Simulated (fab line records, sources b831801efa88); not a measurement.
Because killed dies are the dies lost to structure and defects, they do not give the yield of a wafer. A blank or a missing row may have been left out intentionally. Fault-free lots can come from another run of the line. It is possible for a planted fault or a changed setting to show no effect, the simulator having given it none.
One fault through the eyes of 2 desks + flow gf180mcu + every desk sees just its own numbers, and what lay behind them comes last

THE METROLOGY DESK
What the gauges read, lot by lot, whatever tool the lot ran on: means of the sampled wafers that have a number. A lot is out of limits, marked OUT, if its mean lies more than 4 standard deviations from the usual mean; the brackets give that distance.
Columns: A = POLY_GATE_OVL at GF_POLY_GATE_OVL_MEAS_11, usual 0 nm; B = cd-nm at GF_HV_LDD_CD_MEAS_07, usual 399.2 nm
| lot  | first seen here | A  | B                |
|------|-----------------|----|------------------|
| L338 | day 9 06:15     | -7 | 402.0            |
| L339 | day 9 12:24     | -1 | 398.0            |
| L340 | day 9 21:49     | 1  | 399.7            |
| L341 | day 10 02:40    | 3  | 398.3            |
| L343 | day 10 18:48    | -2 | 397.4            |
| L345 | day 11 07:50    | -4 | 384.9 (-4.9) OUT |
| L346 | day 11 17:47    | -6 | 391.1            |
| L355 | day 14 06:22    | -1 | 401.4            |
| L356 | day 14 15:18    | 5  | 403.2            |
| L357 | day 14 21:01    | 9  | 397.5            |
| L359 | day 15 11:55    | 4  | 396.3            |
| L360 | day 15 20:46    | -7 | 400.3            |
| L361 | day 16 01:15    | -1 | 401.6            |
Finding of this desk: L345 out of limits; the first was L345 at day 12 05:38, on cd-nm at GF_HV_LDD_CD_MEAS_07. L338, L339, L340, L341, L343, L346, L355, L356, L357, L359, L360, L361: within limits.

FOR THE TOOL OWNER'S DESK: litho-track-03
The tool's own readings at GF_HV_LDD_DEVELOP_06 (develop time 60 s): means of the sampled wafers that have a number, for each lot that ran on this tool. A lot is out of limits, marked OUT, if its mean lies more than 4 standard deviations from the usual mean; the brackets give that distance.
Columns: A = developer-temp-C at GF_HV_LDD_DEVELOP_06, usual 23.00 C
| lot  | first seen here | A               |
|------|-----------------|-----------------|
| L339 | day 10 07:30    | 23.11           |
| L343 | day 11 14:54    | 22.94           |
| L345 | day 12 05:30    | 25.41 (+24) OUT |
| L346 | day 12 14:37    | 25.29 (+23) OUT |
| L357 | day 15 20:07    | 23.02           |
| L360 | day 16 21:10    | 23.01           |
Finding of this desk: L345, L346 out of limits; the first was L345 at day 12 05:30, on developer-temp-C at GF_HV_LDD_DEVELOP_06. L339, L343, L357, L360: within limits.

ALL TOGETHER
At day 12 05:30, on L345, L346, the tool owner's desk was in a position to raise an alarm.
An alarm was possible from the metrology desk at day 12 05:38, on L345.
The metrology desk has L346 on record, within its limits.
GF_HV_LDD_DEVELOP_06 was run on litho-track-03 by each of the lots named.

WHAT THE SIMULATOR PUT IN
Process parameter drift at GF_HV_LDD_DEVELOP_06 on litho-track-03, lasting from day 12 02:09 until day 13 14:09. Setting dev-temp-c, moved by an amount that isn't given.
Lots struck among those shown: L345, L346.
Delay (hours) between the fault's onset and each desk's first out-of-limits reading: 3 at the tool owner's desk, 3 at the metrology desk.
